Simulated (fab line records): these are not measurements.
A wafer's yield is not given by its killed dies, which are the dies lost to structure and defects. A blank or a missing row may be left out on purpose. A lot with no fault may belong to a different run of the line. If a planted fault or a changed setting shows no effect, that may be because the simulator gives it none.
Chamber matching | flow sky130 | SKY_PASSIVATION_CVD_02 on pecvd-01 has 3 sister chambers
The step deposits Si3N4, target thk 540 nm. 3 wafers are shown with their chamber, then 9 later ones without.

EACH WAFER AND ITS CHAMBER
wafer  | chamber | heater_power_w (W)
L089.1 | 1       | 590
L089.2 | 0       | 788
L089.4 | 2       | 761

WAFERS MISSING THEIR CHAMBER
wafer  | heater_power_w (W)
L090.2 | 624
L090.3 | 775
L090.6 | 493
L096.1 | 820
L096.2 | 512
L096.5 | 774
L097.2 | 784
L097.4 | 740
L097.6 | 798

EACH ONE'S CHAMBER
wafer  | from the rows above     | in truth
L090.2 | 1                       | 1
L090.3 | can't be placed: 0 or 2 | 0
L090.6 | 1                       | 1
L096.1 | can't be placed: 0 or 2 | 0
L096.2 | 1                       | 1
L096.5 | can't be placed: 2 or 0 | 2
L097.2 | can't be placed: 0 or 2 | 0
L097.4 | can't be placed: 2 or 0 | 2
L097.6 | can't be placed: 0 or 2 | 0
Correct placement for 3 of the 9. Can't be placed from these rows: 6 (the true chamber is among the candidates in 6). Placed wrongly: 0.
How it was worked out, from the rows above alone: a wafer's distance from a chamber is the root of the sum, over the readings, of the square of ((its reading less the chamber's mean) divided by the reading's scatter). The wafer belongs to the nearest chamber; if the next one is less than 2 further off, it can't be placed. The mean given for a chamber averages the wafers shown for that chamber. The scatter: with one shown wafer a chamber, the root of the mean of the squares of how far each hidden wafer lies from its nearest shown one.
